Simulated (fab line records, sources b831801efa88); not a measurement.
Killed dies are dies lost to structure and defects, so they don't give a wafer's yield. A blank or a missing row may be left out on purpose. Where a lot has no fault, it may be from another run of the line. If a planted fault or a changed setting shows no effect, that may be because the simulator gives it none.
fab line records | flow sky130
record lots=14 | wafers=42 | lastDay=50
route steps=708 shown LOCAL_INTERCONNECT@388 CONTACT@406 PAD_OPEN@708
lots with no fault: from the same line, run without faults
startH: hours from the record's opening day to when the first of the lot's shown wafers began | waitH: hours elapsed since this lot's preceding step | " unchanged from the row above | L1.1+2: a single row standing in for several wafers | - no value, or no start was given | * or withheld: withheld | < > ~ a bound
route shown NAME@n: NAME is a module with steps in the file, n the number in the route of the first one | usual: mean and standard deviation over wafers with no fault | same: alike in all rows | chamber/n: place in a boat | sites: readings site by site | _std_site: standard deviation of those values | _edge_site: the outer-site mean with the inner-site mean subtracted | radiusMm: how far each site lies from the wafer's centre | mask NAME#n: copy n | behind: tool/chamber where the wafer was last shaped | hold: why the lot went on hold/how many hours it stayed there/how the hold came to an end | device: transistor that didn't switch, given as n, p or np | end of line: the same wafers' tests at the end of the route | a step with no rows: only its recipe | killed: not the wafer's yield, but the dies lost to structure and defects at the first sort | map: a wafer's dies, x killed, . not, _ none there
set.NAME: the setting that was run; set.NAME@STEP: the one run at that earlier step | model.NAME: the simulator's own value behind a step, which no gauge read
route steps across a sampled set of lots; one table per step, one row per wafer
services: from which hour (startH, from the record's first day; less than 0 if before it) a tool's chamber was out of use, for how many hours, and why
## steps
# step SKY_LOCAL_INTERCONNECT_RS_MEAS_01
# recipe thkMeasGauge=four-point-probe | reads=TiN_of_LOCAL_INTERCONNECT_SPUTTER_00
# usual LOCAL_INTERCONNECT_TIN_RS=14.12/0.14
lot.wafer | tool         | chamber | startH | waitH | LOCAL_INTERCONNECT_TIN_RS[ohm/sq]
L466.2    | filmMetro-04 | -       | 708.77 | 0.1   | 14.26
L466.3    | "            | -       | "      | "     | 13.99
L466.4    | "            | -       | "      | "     | 14.11
L465.1    | filmMetro-04 | -       | 710.75 | 0.0   | 14.25
L465.2    | "            | -       | "      | "     | 14.21
L465.3    | "            | -       | "      | "     | 14.18
L473.1    | filmMetro-02 | -       | 748.06 | 0.0   | 14.32
L473.4    | "            | -       | "      | "     | 14.23
L473.6    | "            | -       | "      | "     | 14.31
L472.1    | filmMetro-03 | -       | 750.80 | 0.0   | 14.36
L472.4    | "            | -       | "      | "     | 14.03
L472.6    | "            | -       | "      | "     | 14.06
L475.1    | filmMetro-02 | -       | 777.41 | 0.0   | 14.25
L475.5    | "            | -       | "      | "     | 14.21
L475.6    | "            | -       | "      | "     | 14.20
L474.1    | filmMetro-02 | -       | 779.85 | 0.1   | 14.08
L474.2    | "            | -       | "      | "     | 13.97
L474.6    | "            | -       | "      | "     | 14.04
L477.3    | filmMetro-03 | -       | 785.19 | 0.1   | 13.94
L477.4    | "            | -       | "      | "     | 13.87
L477.6    | "            | -       | "      | "     | 14.08
L476.1    | filmMetro-03 | -       | 786.43 | 0.0   | 14.18
L476.4    | "            | -       | "      | "     | 14.20
L476.5    | "            | -       | "      | "     | 14.20
L479.1    | filmMetro-02 | -       | 799.41 | 0.0   | 14.11
L479.2    | "            | -       | "      | "     | 14.15
L479.5    | "            | -       | "      | "     | 14.16
L478.1    | filmMetro-03 | -       | 802.45 | 0.0   | 13.95
L478.3    | "            | -       | "      | "     | 14.12
L478.5    | "            | -       | "      | "     | 14.02
L481.2    | filmMetro-04 | -       | 811.52 | 0.1   | 14.13
L481.5    | "            | -       | "      | "     | 14.16
L481.6    | "            | -       | "      | "     | 13.98
L483.1    | filmMetro-02 | -       | 832.46 | 0.0   | 13.73
L483.3    | "            | -       | "      | "     | 13.99
L483.6    | "            | -       | "      | "     | 13.96
L485.3    | filmMetro-02 | -       | 841.79 | 0.1   | 14.05
L485.5    | "            | -       | "      | "     | 14.00
L485.6    | "            | -       | "      | "     | 14.10
L484.2    | filmMetro-02 | -       | 842.43 | 0.1   | 14.15
L484.4    | "            | -       | "      | "     | 14.35
L484.5    | "            | -       | "      | "     | 14.38
# step SKY_LOCAL_INTERCONNECT_METAL_ETCH_14
# recipe targetDepthNm=110 | stopOn=PSG | chemistry=Cl2/BCl3 | target=TiN | resistSidewallDeg=88 | pressureMtorr=10 | icpW=900 | biasW=48.5 | Cl2_flow_sccm=60 | bcl3FlowSccm=30 | timeS=31.4
# usual drypumpMotorCurrentA=5.9/0.36 | oesProductAu=0.942/0.0065 | throttleValvePct=21.900/0.0097
lot.wafer | tool        | chamber | startH | waitH | drypumpMotorCurrentA | oesProductAu | rfHoursCounterH | throttleValvePct
L466.2    | rieMetal-03 | 0       | 737.04 | 0.0   | 5.5                  | 0.936        | 9               | 21.913
L466.3    | "           | 1       | "      | "     | 6.0                  | 0.944        | -               | 21.898
L466.4    | "           | 0       | "      | "     | 5.5                  | 0.939        | -               | 21.891
L465.1    | rieMetal-02 | 0       | 738.25 | 0.0   | 5.9                  | 0.934        | 2               | 21.908
L465.2    | "           | 1       | "      | "     | 6.1                  | 0.937        | 7               | 21.904
L465.3    | "           | 0       | "      | "     | 5.9                  | 0.936        | -               | 21.903
L473.1    | rieMetal-02 | 1       | 774.74 | 0.0   | 6.1                  | 0.933        | 8               | 21.890
L473.4    | "           | 0       | "      | "     | 5.8                  | 0.946        | -               | 21.903
L473.6    | "           | 0       | "      | "     | 5.9                  | 0.933        | -               | 21.899
L472.1    | rieMetal-03 | 1       | 778.55 | 0.0   | 6.0                  | 0.929        | 9               | 21.921
L472.4    | "           | 1       | "      | "     | 6.0                  | 0.947        | -               | 21.892
L472.6    | "           | 1       | "      | "     | 6.0                  | 0.946        | -               | 21.908
L475.1    | rieMetal-04 | 0       | 804.74 | 0.0   | 5.3                  | 0.935        | 5               | 21.905
L475.5    | "           | 1       | "      | "     | 6.4                  | 0.950        | -               | 21.900
L475.6    | "           | 0       | "      | "     | 5.3                  | 0.943        | -               | 21.883
L474.1    | rieMetal-03 | 1       | 805.89 | 0.0   | 6.0                  | 0.941        | 10              | 21.886
L474.2    | "           | 0       | "      | "     | 5.5                  | 0.949        | 11              | 21.900
L474.6    | "           | 0       | "      | "     | 5.5                  | 0.939        | -               | 21.906
L477.3    | rieMetal-04 | 0       | 811.22 | 0.0   | 5.3                  | 0.952        | -               | 21.903
L477.4    | "           | 1       | "      | "     | 6.4                  | 0.948        | -               | 21.889
L477.6    | "           | 1       | "      | "     | 6.3                  | 0.945        | -               | 21.888
L476.1    | rieMetal-02 | 0       | 812.49 | 0.0   | 5.9                  | 0.935        | 4               | 21.922
L476.4    | "           | 1       | "      | "     | 6.0                  | 0.941        | -               | 21.892
L476.5    | "           | 1       | "      | "     | 6.0                  | 0.939        | -               | 21.911
L479.1    | rieMetal-02 | 1       | 832.90 | 0.0   | 6.0                  | 0.948        | 9               | 21.915
L479.2    | "           | 0       | "      | "     | 5.8                  | 0.944        | 5               | 21.912
L479.5    | "           | 1       | "      | "     | 6.0                  | 0.940        | -               | 21.890
L478.1    | rieMetal-02 | 1       | 833.89 | 0.0   | 6.1                  | 0.941        | 9               | 21.903
L478.3    | "           | 1       | "      | "     | 6.1                  | 0.942        | -               | 21.913
L478.5    | "           | 1       | "      | "     | 6.0                  | 0.947        | -               | 21.902
L481.2    | rieMetal-04 | 0       | 836.10 | 0.0   | 5.3                  | 0.943        | 6               | 21.897
L481.5    | "           | 0       | "      | "     | 5.3                  | 0.935        | -               | 21.894
L481.6    | "           | 1       | "      | "     | 6.3                  | 0.940        | -               | 21.909
L483.1    | rieMetal-04 | 0       | 858.90 | 0.0   | 5.3                  | 0.954        | 7               | 21.884
L483.3    | "           | 1       | "      | "     | 6.4                  | 0.946        | -               | 21.919
L483.6    | "           | 0       | "      | "     | 5.4                  | 0.946        | -               | 21.899
L485.3    | rieMetal-03 | 1       | 867.66 | 0.0   | 6.0                  | 0.940        | -               | 21.906
L485.5    | "           | 0       | "      | "     | 5.5                  | 0.944        | -               | 21.905
L485.6    | "           | 1       | "      | "     | 6.0                  | 0.938        | -               | 21.907
L484.2    | rieMetal-02 | 1       | 868.55 | 0.0   | 6.1                  | 0.937        | 10              | 21.894
L484.4    | "           | 0       | "      | "     | 5.9                  | 0.936        | -               | 21.904
L484.5    | "           | 1       | "      | "     | 6.1                  | 0.937        | -               | 21.907
# step SKY_CONTACT_CVD_00
# recipe material=Si3N4 | targetThkNm=75 | tempC=400 | timeS=withheld | rfW=450
# usual heaterPowerOuterW=415/57 | heaterPowerW=721/72 | susceptorTempC=400.02/0.2
lot.wafer | tool     | chamber | startH | waitH | heaterPowerOuterW | heaterPowerW | susceptorTempC
L466.2    | pecvd-02 | 0       | 737.68 | 0.0   | 413               | 711          | 400.13
L466.3    | "        | 2       | "      | "     | 403               | 709          | 399.90
L466.4    | "        | 1       | "      | "     | 463               | 707          | 399.72
L465.1    | pecvd-04 | 0       | 738.93 | 0.0   | 438               | 749          | 399.79
L465.2    | "        | 2       | "      | "     | 460               | 786          | 399.70
L465.3    | "        | 1       | "      | "     | 445               | 792          | 399.88
L473.1    | pecvd-04 | 0       | 775.44 | 0.0   | -                 | -            | -
L473.4    | "        | 2       | "      | "     | -                 | -            | -
L473.6    | "        | 0       | "      | "     | -                 | -            | -
L472.1    | pecvd-03 | 0       | 779.20 | 0.0   | -                 | -            | -
L472.4    | "        | 1       | "      | "     | -                 | -            | -
L472.6    | "        | 0       | "      | "     | -                 | -            | -
L475.1    | pecvd-02 | 0       | 805.42 | 0.0   | -                 | -            | -
L475.5    | "        | 1       | "      | "     | -                 | -            | -
L475.6    | "        | 0       | "      | "     | -                 | -            | -
L474.1    | pecvd-04 | 2       | 806.57 | 0.0   | 495               | 825          | 400.25
L474.2    | "        | 0       | "      | "     | 529               | 890          | 399.95
L474.6    | "        | 0       | "      | "     | 538               | 885          | 400.31
L477.3    | pecvd-02 | 2       | 811.88 | 0.0   | 352               | 644          | 399.99
L477.4    | "        | 1       | "      | "     | 511               | 756          | 399.99
L477.6    | "        | 2       | "      | "     | 354               | 652          | 400.13
L476.1    | pecvd-02 | 0       | 813.17 | 0.0   | 374               | 693          | 399.97
L476.4    | "        | 2       | "      | "     | 434               | 755          | 400.34
L476.5    | "        | 1       | "      | "     | 490               | 745          | 400.01
L479.1    | pecvd-02 | 1       | 833.55 | 0.0   | 460               | 692          | 400.43
L479.2    | "        | 0       | "      | "     | 472               | 808          | 399.92
L479.5    | "        | 1       | "      | "     | 455               | 733          | 399.97
L478.1    | pecvd-02 | 0       | 834.53 | 0.0   | 422               | 772          | 399.76
L478.3    | "        | 1       | "      | "     | 410               | 640          | 399.70
L478.5    | "        | 2       | "      | "     | 427               | 744          | 400.04
L481.2    | pecvd-04 | 0       | 837.32 | 0.0   | 502               | 879          | 400.08
L481.5    | "        | 0       | "      | "     | 530               | 884          | 400.20
L481.6    | "        | 2       | "      | "     | 466               | 787          | 400.26
L483.1    | pecvd-02 | 0       | 859.54 | 0.0   | 443               | 783          | 400.03
L483.3    | "        | 1       | "      | "     | 431               | 657          | 400.31
L483.6    | "        | 0       | "      | "     | 462               | 784          | 400.13
L485.3    | pecvd-04 | 0       | 868.29 | 0.0   | 460               | 802          | 399.81
L485.5    | "        | 2       | "      | "     | 421               | 742          | 399.83
L485.6    | "        | 0       | "      | "     | 452               | 802          | 400.41
L484.2    | pecvd-02 | 1       | 869.22 | 0.0   | 425               | 651          | 400.08
L484.4    | "        | 1       | "      | "     | 431               | 693          | 400.21
L484.5    | "        | 2       | "      | "     | 358               | 637          | 399.85
# step SKY_CONTACT_THK_MEAS_03
# recipe reads=SiO2_of_CONTACT_HDPCVD_02
# usual CONTACT_HDPCVD_THK=568/6
lot.wafer | tool         | chamber | startH | waitH | CONTACT_HDPCVD_THK[nm]
L466.2    | filmMetro-03 | -       | 737.85 | 0.0   | 569
L466.3    | "            | -       | "      | "     | 569
L466.4    | "            | -       | "      | "     | 567
L465.1    | filmMetro-01 | -       | 739.09 | 0.0   | 557
L465.2    | "            | -       | "      | "     | 562
L465.3    | "            | -       | "      | "     | 563
L474.1    | filmMetro-02 | -       | 806.74 | 0.0   | 562
L474.2    | "            | -       | "      | "     | 570
L474.6    | "            | -       | "      | "     | 566
L477.3    | filmMetro-01 | -       | 812.06 | 0.1   | 563
L477.4    | "            | -       | "      | "     | 572
L477.6    | "            | -       | "      | "     | 565
L476.1    | filmMetro-02 | -       | 813.33 | 0.0   | 572
L476.4    | "            | -       | "      | "     | 559
L476.5    | "            | -       | "      | "     | 571
L479.1    | filmMetro-03 | -       | 833.72 | 0.0   | 564
L479.2    | "            | -       | "      | "     | 558
L479.5    | "            | -       | "      | "     | 559
L478.1    | filmMetro-03 | -       | 834.69 | 0.0   | 568
L478.3    | "            | -       | "      | "     | 570
L478.5    | "            | -       | "      | "     | 561
L481.2    | filmMetro-03 | -       | 837.51 | 0.0   | 558
L481.5    | "            | -       | "      | "     | 552
L481.6    | "            | -       | "      | "     | 560
L483.1    | filmMetro-01 | -       | 859.71 | 0.0   | 566
L483.3    | "            | -       | "      | "     | 571
L483.6    | "            | -       | "      | "     | 565
L485.3    | filmMetro-02 | -       | 868.47 | 0.1   | 568
L485.5    | "            | -       | "      | "     | 570
L485.6    | "            | -       | "      | "     | 571
L484.2    | filmMetro-02 | -       | 869.40 | 0.0   | 568
L484.4    | "            | -       | "      | "     | 560
L484.5    | "            | -       | "      | "     | 562
# step SKY_PAD_OPEN_PROBE_99
# usual defectLimitedYield=83.0/1.8 | killed_at_M0_to_M3=42/6.6 | killed_at_M4_up=3.0/1.7 | killedAtContacts=24/5.3 | killedAtFrontEnd=15/4.5 | killedAtOther=0.2/0.49 | killedDies=83/9 | killedOpen=45/6.9 | killedShort=38/5.8 | sort_bin_3_pad_short=0.8/0.4 | sort_bin_5_function=10.0/1.5 | sort_bin_6_memory=6.1/1.1 | sortNPass=409/9 | sortYieldPct=83.0/1.8
# same grossDies=492 | killedAtBackSide=0 | sort_bin_4_leakage[%]=0 | sort_bin_8_speed[%]=0
lot.wafer | tool      | chamber | startH  | waitH | defectLimitedYield[%] | killed_at_M0_to_M3 | killed_at_M4_up | killedAtContacts | killedAtFrontEnd | killedAtOther | killedDies | killedOpen | killedShort | sort_bin_3_pad_short[%] | sort_bin_5_function[%] | sort_bin_6_memory[%] | sortNPass | sortYieldPct[%]
L466.2    | prober-02 | -       | 1111.08 | 0.1   | 82.9                  | 35                 | 5               | 26               | 18               | 0             | 84         | 34         | 49          | 1.8                     | 9.1                    | 6.1                  | 408       | 82.9
L466.3    | prober-02 | -       | 1111.13 | 0.2   | 82.5                  | 43                 | 2               | 25               | 16               | 0             | 86         | 52         | 33          | 0.6                     | 11.6                   | 5.3                  | 406       | 82.5
L466.4    | prober-02 | -       | 1111.18 | 0.2   | 85.2                  | 40                 | 3               | 16               | 14               | 0             | 73         | 41         | 31          | 0.4                     | 8.9                    | 5.5                  | 419       | 85.2
L465.1    | prober-01 | -       | 1113.26 | 0.1   | 84.8                  | 36                 | 7               | 21               | 11               | 0             | 75         | 28         | 47          | 0.8                     | 8.7                    | 5.7                  | 417       | 84.8
L465.2    | prober-01 | -       | 1113.31 | 0.1   | 80.5                  | 47                 | 3               | 25               | 21               | 0             | 96         | 47         | 49          | 1.6                     | 12.2                   | 5.7                  | 396       | 80.5
L465.3    | prober-01 | -       | 1113.36 | 0.2   | 82.9                  | 42                 | 6               | 23               | 13               | 0             | 84         | 39         | 45          | 0.4                     | 9.8                    | 6.9                  | 408       | 82.9
L479.1    | prober-02 | -       | 1168.09 | 0.1   | 81.9                  | 54                 | 5               | 20               | 10               | 0             | 89         | 47         | 40          | 1.2                     | 10.0                   | 6.9                  | 403       | 81.9
L479.2    | prober-02 | -       | 1168.14 | 0.1   | 81.7                  | 43                 | 4               | 26               | 16               | 1             | 90         | 47         | 41          | 0.8                     | 9.6                    | 7.9                  | 402       | 81.7
L479.5    | prober-02 | -       | 1168.29 | 0.2   | 80.9                  | 57                 | 5               | 18               | 14               | 0             | 94         | 46         | 48          | 0.6                     | 11.6                   | 6.9                  | 398       | 80.9
L481.2    | prober-02 | -       | 1172.70 | 0.1   | 84.6                  | 33                 | 1               | 20               | 22               | 0             | 76         | 41         | 35          | 0.8                     | 8.5                    | 6.1                  | 416       | 84.6
L481.5    | prober-02 | -       | 1172.85 | 0.2   | 85.2                  | 33                 | 6               | 26               | 8                | 0             | 73         | 45         | 28          | 1.4                     | 8.9                    | 4.5                  | 419       | 85.2
L481.6    | prober-02 | -       | 1172.90 | 0.2   | 81.5                  | 41                 | 4               | 33               | 13               | 0             | 91         | 56         | 35          | 0.6                     | 11.2                   | 6.7                  | 401       | 81.5
L483.1    | prober-02 | -       | 1186.00 | 0.1   | 81.9                  | 38                 | 4               | 29               | 18               | 0             | 89         | 49         | 39          | 1.2                     | 10.6                   | 6.3                  | 403       | 81.9
L483.3    | prober-02 | -       | 1186.10 | 0.2   | 82.1                  | 41                 | 7               | 24               | 16               | 0             | 88         | 48         | 39          | 0.6                     | 10.4                   | 6.9                  | 404       | 82.1
L483.6    | prober-02 | -       | 1186.25 | 0.2   | 79.3                  | 60                 | 5               | 26               | 11               | 0             | 102        | 56         | 46          | 0.6                     | 11.2                   | 8.9                  | 390       | 79.3
L485.3    | prober-01 | -       | 1194.23 | 0.2   | 84.1                  | 51                 | 2               | 17               | 8                | 0             | 78         | 42         | 36          | 0.8                     | 10.4                   | 4.7                  | 414       | 84.1
L485.5    | prober-01 | -       | 1194.33 | 0.2   | 83.5                  | 38                 | 5               | 26               | 12               | 0             | 81         | 38         | 43          | 1.0                     | 8.9                    | 6.5                  | 411       | 83.5
L485.6    | prober-01 | -       | 1194.38 | 0.2   | 84.6                  | 46                 | 3               | 22               | 5                | 0             | 76         | 42         | 34          | 0.2                     | 9.3                    | 5.9                  | 416       | 84.6
L484.2    | prober-01 | -       | 1196.92 | 0.1   | 81.9                  | 37                 | 3               | 26               | 23               | 0             | 89         | 41         | 47          | 1.0                     | 9.8                    | 7.3                  | 403       | 81.9
L484.4    | prober-01 | -       | 1197.02 | 0.2   | 85.8                  | 39                 | 1               | 16               | 14               | 0             | 70         | 37         | 33          | 1.4                     | 8.7                    | 4.1                  | 422       | 85.8
L484.5    | prober-01 | -       | 1197.07 | 0.2   | 83.1                  | 36                 | 2               | 30               | 15               | 0             | 83         | 50         | 33          | 0.8                     | 9.1                    | 6.9                  | 409       | 83.1
# killed by level:class
L466.2 CONTACT:geometricParticle:open=9 LI_CONTACT:geometricParticle:open=8 METAL2:geometricParticle:short=7 FIELD_ISO:geometricParticle:short=6 METAL1:geometricParticle:short=6 VIA2:geometricParticle:open=5 FIELD_ISO:geometricParticle:open=4 POLY_GATE:geometricParticle:short=4
L466.3 VIA2:geometricParticle:open=10 CONTACT:geometricParticle:open=8 VIA1:geometricParticle:open=8 LI_CONTACT:geometricParticle:open=7 METAL2:geometricParticle:short=6 CONTACT:geometricParticle:short=5 FIELD_ISO:geometricParticle:open=4 POLY_GATE:geometricParticle:short=4
L466.4 VIA3:geometricParticle:open=13 VIA1:geometricParticle:open=9 FIELD_ISO:geometricParticle:short=5 VIA2:geometricParticle:open=5 POLY_GATE:geometricParticle:short=4 LOCAL_INTERCONNECT:geometricParticle:short=4 CONTACT:geometricParticle:open=4 METAL1:geometricParticle:short=4
L465.1 VIA1:geometricParticle:short=9 METAL4:geometricParticle:short=7 LOCAL_INTERCONNECT:geometricParticle:short=6 VIA2:geometricParticle:open=6 POLY_GATE:geometricParticle:short=5 CONTACT:geometricParticle:open=5 LI_CONTACT:geometricParticle:open=4 METAL1:geometricParticle:short=4
L465.2 CONTACT:geometricParticle:open=10 VIA1:geometricParticle:open=10 FIELD_ISO:geometricParticle:short=8 CONTACT:geometricParticle:short=8 METAL1:geometricParticle:short=8 FIELD_ISO:geometricParticle:open=6 METAL2:geometricParticle:short=6 LOCAL_INTERCONNECT:geometricParticle:short=5
L465.3 VIA1:geometricParticle:open=10 CONTACT:geometricParticle:open=9 METAL1:geometricParticle:short=7 LOCAL_INTERCONNECT:geometricParticle:short=7 VIA2:geometricParticle:open=6 VIA2:geometricParticle:short=5 METAL4:geometricParticle:short=5 LI_CONTACT:geometricParticle:open=4
L479.1 METAL2:geometricParticle:short=12 VIA1:geometricParticle:open=10 CONTACT:geometricParticle:open=8 VIA2:geometricParticle:open=6 LI_CONTACT:geometricParticle:open=5 METAL1:geometricParticle:short=5 VIA3:geometricParticle:open=5 POLY_GATE:geometricParticle:open=4
L479.2 VIA1:geometricParticle:open=12 LI_CONTACT:geometricParticle:open=9 CONTACT:geometricParticle:open=9 METAL2:geometricParticle:short=7 POLY_GATE:geometricParticle:short=5 VIA2:geometricParticle:open=5 LOCAL_INTERCONNECT:geometricParticle:short=4 METAL1:geometricParticle:short=4
L479.5 VIA1:geometricParticle:open=12 VIA1:geometricParticle:short=9 VIA3:geometricParticle:open=8 METAL1:geometricParticle:short=6 VIA2:geometricParticle:open=6 FIELD_ISO:geometricParticle:short=5 CONTACT:geometricParticle:open=5 METAL3:geometricParticle:short=5
L481.2 LI_CONTACT:geometricParticle:open=10 VIA1:geometricParticle:open=8 FIELD_ISO:geometricParticle:open=6 FIELD_ISO:geometricParticle:short=5 POLY_GATE:geometricParticle:short=5 VIA1:geometricParticle:short=5 VIA3:geometricParticle:open=5 METAL1:geometricParticle:short=4
L481.5 LI_CONTACT:geometricParticle:open=8 CONTACT:geometricParticle:short=7 CONTACT:geometricParticle:open=7 VIA1:geometricParticle:open=7 METAL1:geometricParticle:open=5 VIA2:geometricParticle:open=4 VIA4:geometricParticle:open=3 METAL1:geometricParticle:short=3
L481.6 CONTACT:geometricParticle:open=15 LI_CONTACT:geometricParticle:open=9 VIA1:geometricParticle:open=8 FIELD_ISO:geometricParticle:open=7 VIA2:geometricParticle:open=7 VIA3:geometricParticle:open=7 METAL2:geometricParticle:short=5 CONTACT:geometricParticle:short=4
L483.1 CONTACT:geometricParticle:open=10 METAL2:geometricParticle:short=9 LI_CONTACT:geometricParticle:open=8 VIA1:geometricParticle:open=7 FIELD_ISO:geometricParticle:open=6 CONTACT:geometricParticle:short=6 FIELD_ISO:geometricParticle:short=4 SPACER:geometricParticle:open=4
L483.3 CONTACT:geometricParticle:open=9 VIA1:geometricParticle:open=9 LI_CONTACT:geometricParticle:open=7 METAL1:geometricParticle:short=6 VIA3:geometricParticle:open=6 METAL4:geometricParticle:short=6 VIA2:geometricParticle:open=5 FIELD_ISO:geometricParticle:short=3
L483.6 VIA3:geometricParticle:open=14 CONTACT:geometricParticle:open=10 VIA2:geometricParticle:open=10 VIA1:geometricParticle:short=6 VIA1:geometricParticle:open=6 LI_CONTACT:geometricParticle:open=5 LOCAL_INTERCONNECT:geometricParticle:short=5 METAL1:geometricParticle:short=5
L485.3 VIA1:geometricParticle:open=12 VIA3:geometricParticle:open=10 CONTACT:geometricParticle:open=6 VIA1:geometricParticle:short=6 VIA2:geometricParticle:open=5 METAL1:geometricParticle:short=5 METAL2:geometricParticle:short=5 VIA3:geometricParticle:short=5
L485.5 VIA1:geometricParticle:open=7 CONTACT:geometricParticle:open=6 METAL1:geometricParticle:short=6 LI_CONTACT:geometricParticle:short=5 VIA3:geometricParticle:open=5 LOCAL_INTERCONNECT:geometricParticle:short=5 CONTACT:geometricParticle:short=5 SPACER:geometricParticle:open=4
L485.6 VIA1:geometricParticle:open=13 CONTACT:geometricParticle:open=10 VIA3:geometricParticle:open=8 METAL2:geometricParticle:short=7 LOCAL_INTERCONNECT:geometricParticle:short=5 METAL1:geometricParticle:short=5 CONTACT:geometricParticle:short=4 VIA1:geometricParticle:short=4
L484.2 FIELD_ISO:geometricParticle:short=11 LI_CONTACT:geometricParticle:open=8 VIA1:geometricParticle:open=7 LOCAL_INTERCONNECT:geometricParticle:short=6 VIA2:geometricParticle:short=6 CONTACT:geometricParticle:short=5 VIA3:geometricParticle:open=4 CONTACT:geometricParticle:open=4
L484.4 VIA1:geometricParticle:open=8 VIA2:geometricParticle:open=7 FIELD_ISO:geometricParticle:open=5 CONTACT:geometricParticle:open=5 CONTACT:geometricParticle:short=5 METAL1:geometricParticle:short=5 VIA1:geometricParticle:short=5 METAL3:geometricParticle:short=4
L484.5 VIA2:geometricParticle:open=11 LI_CONTACT:geometricParticle:open=10 CONTACT:geometricParticle:open=8 FIELD_ISO:geometricParticle:open=6 LOCAL_INTERCONNECT:geometricParticle:short=6 CONTACT:geometricParticle:short=4 METAL1:geometricParticle:short=4 VIA1:geometricParticle:open=4
## services
tool        | chamber | startH | hours | kind
pecvd-03    | 2       | 713.26 | -     | calibration
rieMetal-04 | 1       | 716.12 | -     | clean
rieMetal-04 | 1       | 716.12 | 19.3  | scheduledDown
rieMetal-04 | 1       | 716.12 | 19.3  | ventCycle
pecvd-04    | 2       | 730.08 | 5.1   | repair
pecvd-03    | -       | 733.75 | 1.7   | repair
pecvd-03    | -       | 770.35 | 5.5   | pm
pecvd-02    | 0       | 785.46 | 5.5   | scheduledDown
pecvd-02    | -       | 794.95 | 1.5   | repair
pecvd-04    | 2       | 815.14 | 2.1   | scheduledDown
pecvd-04    | 1       | 818.12 | -     | clean
pecvd-04    | 1       | 818.12 | -     | consumableReplace:showerhead
pecvd-04    | 1       | 818.12 | 29.0  | scheduledDown
pecvd-04    | 1       | 818.12 | 29.0  | ventCycle
pecvd-02    | -       | 823.08 | 1.5   | repair
pecvd-02    | 1       | 824.88 | 5.0   | scheduledDown
rieMetal-04 | -       | 829.42 | 0.5   | repair
pecvd-03    | 0       | 835.77 | 5.5   | scheduledDown
pecvd-04    | 0       | 855.73 | 5.5   | scheduledDown
rieMetal-02 | -       | 856.19 | 4.3   | pm
## key
firstSign step=SKY_CONTACT_CVD_00 | reading=toolRecord | direction=missing
effect none on later readings
metAt SKY_CONTACT_CVD_00
struckLots L472,L473,L475
scrappedBehind SKY_CONTACT_THK_MEAS_01 L472.1,L472.4,L472.6,L473.1,L473.4,L473.6,L475.1,L475.5,L475.6
notActingAt SKY_LOCAL_INTERCONNECT_RS_MEAS_01,SKY_LOCAL_INTERCONNECT_METAL_ETCH_14,SKY_CONTACT_THK_MEAS_03
onsetBetween 738.93 775.44
fault kind=skippedStepWhole | tool=pecvd-02,pecvd-03,pecvd-04 | chamber=- | onsetH=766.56 | steps=SKY_CONTACT_CVD_00 | scope=struckLotsOnly
